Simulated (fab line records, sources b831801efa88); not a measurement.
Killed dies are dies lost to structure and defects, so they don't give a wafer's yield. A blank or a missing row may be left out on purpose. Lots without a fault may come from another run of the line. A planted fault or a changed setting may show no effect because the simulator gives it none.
Which tool did it? | flow sky130 | 11 lots, 32 wafers sampled, at 5 steps of a route of 708

WHAT THE GAUGES READ, wafer by wafer
SKY_VIA4_THK_MEAS_01.
lot  | measured     | on            | VIA4_HDPCVD_THK (nm)
L753 | day 42 03:47 | film_metro-03 | 1746 1741 1757
L756 | day 43 04:46 | film_metro-04 | 1776 1750 1737
L757 | day 43 09:25 | film_metro-01 | 1786 1790 1772
L759 | day 44 02:13 | film_metro-01 | 1746 1747 1757
L761 | day 44 09:34 | film_metro-04 | 1773 1772 1801
L762 | day 44 13:06 | film_metro-03 | 1715 1720 1733
L764 | day 45 01:52 | film_metro-03 | 1756 1930 1756 1756 1928 1755
L767 | day 45 21:55 | film_metro-03 | 1775 1735
L772 | day 47 05:08 | film_metro-03 | 1789 1750 1745
L773 | day 47 09:57 | film_metro-01 | 1749 1776 1753
L775 | day 48 05:36 | film_metro-01 | 1775 1758 1759

WHICH TOOL RAN EACH LOT (tool, then ch and the chambers of the sampled wafers, then the start)
lot  | SKY_VIA3_SPUTTER_20          | SKY_VIA3_CMP_24               | SKY_METAL4_ETCH_16                | SKY_VIA4_HDPCVD_00
L753 | pvd_sputter-03, day 40 01:22 | cmp-02 ch 0,2, day 40 01:47   | rie_metal-04 ch 0, day 42 02:38   | hdpcvd-02 ch 0,1,2, day 42 03:36
L756 | pvd_sputter-01, day 41 03:16 | cmp-01 ch 0,2,3, day 41 03:41 | rie_metal-04 ch 1, day 43 03:36   | hdpcvd-02 ch 0,1, day 43 04:35
L757 | pvd_sputter-01, day 41 07:20 | cmp-01 ch 0,1,3, day 41 07:45 | rie_metal-03 ch 0,1, day 43 08:16 | hdpcvd-01 ch 0,1,2, day 43 09:10
L759 | pvd_sputter-03, day 42 00:35 | cmp-02 ch 0,2, day 42 01:01   | rie_metal-03 ch 1, day 44 01:04   | hdpcvd-01 ch 1,2, day 44 02:01
L761 | pvd_sputter-03, day 42 08:56 | cmp-01 ch 1,2, day 42 09:20   | rie_metal-03 ch 0,1, day 44 08:23 | hdpcvd-01 ch 0,2, day 44 09:20
L762 | pvd_sputter-02, day 42 13:14 | cmp-02 ch 0,1,3, day 42 13:43 | rie_metal-03 ch 0,1, day 44 12:03 | hdpcvd-02 ch 0,2, day 44 12:54
L764 | pvd_sputter-03, day 43 02:50 | cmp-01 ch 0,2, day 43 03:15   | rie_metal-02 ch 0,1, day 45 00:49 | hdpcvd-02 ch 0,1, day 45 01:40
L767 | pvd_sputter-01, day 43 23:31 | cmp-01 ch 1,2, day 43 23:56   | rie_metal-04 ch 0,1, day 45 20:52 | hdpcvd-02 ch 1,2, day 45 21:43
L772 | pvd_sputter-03, day 45 10:20 | cmp-01 ch 1,2,3, day 45 10:42 | rie_metal-04 ch 0,1, day 47 04:02 | hdpcvd-01 ch 0,1,2, day 47 04:58
L773 | pvd_sputter-02, day 45 14:47 | cmp-02 ch 1,2,3, day 45 15:15 | rie_metal-02 ch 0,1, day 47 08:52 | hdpcvd-01 ch 1,2, day 47 09:45
L775 | pvd_sputter-02, day 46 11:11 | cmp-01 ch 1,2,3, day 46 11:32 | rie_metal-03 ch 0,1, day 48 04:29 | hdpcvd-02 ch 1,2, day 48 05:25
- SKY_VIA3_SPUTTER_20: material TiN, target thk 20 nm, time 80 s.
- SKY_VIA3_CMP_24: polishes, stops on SiO2, t overpolish 20 s, target thk 0 nm.
- SKY_METAL4_ETCH_16: etches BARC in N2/H2, stops on SiO2, time 88.2 s, target depth 60 nm.
- SKY_VIA4_HDPCVD_00: deposits SiO2, target thk 1750 nm, time 291.7 s.

THE ANSWER, worked out from the rows above alone
Rule: what is usual is taken from the lots themselves. Put in order of their means at a reading, lots are off if they are a third of the lots or fewer, leave a main group of 4 or more, and stand apart from it by a gap of 3 or more times the standard deviation of the main group's means; of several such gaps the widest counts. A main group whose means are all the same, to the digits that the tables above print for the reading, isn't used. A lot without any number at a reading at which 4 lots or more have one is off too. The other lots that the step has rows for count as sound.
No lot is off at any reading shown: from this, nothing can be told.

WHAT THE SIMULATOR HAD PUT IN
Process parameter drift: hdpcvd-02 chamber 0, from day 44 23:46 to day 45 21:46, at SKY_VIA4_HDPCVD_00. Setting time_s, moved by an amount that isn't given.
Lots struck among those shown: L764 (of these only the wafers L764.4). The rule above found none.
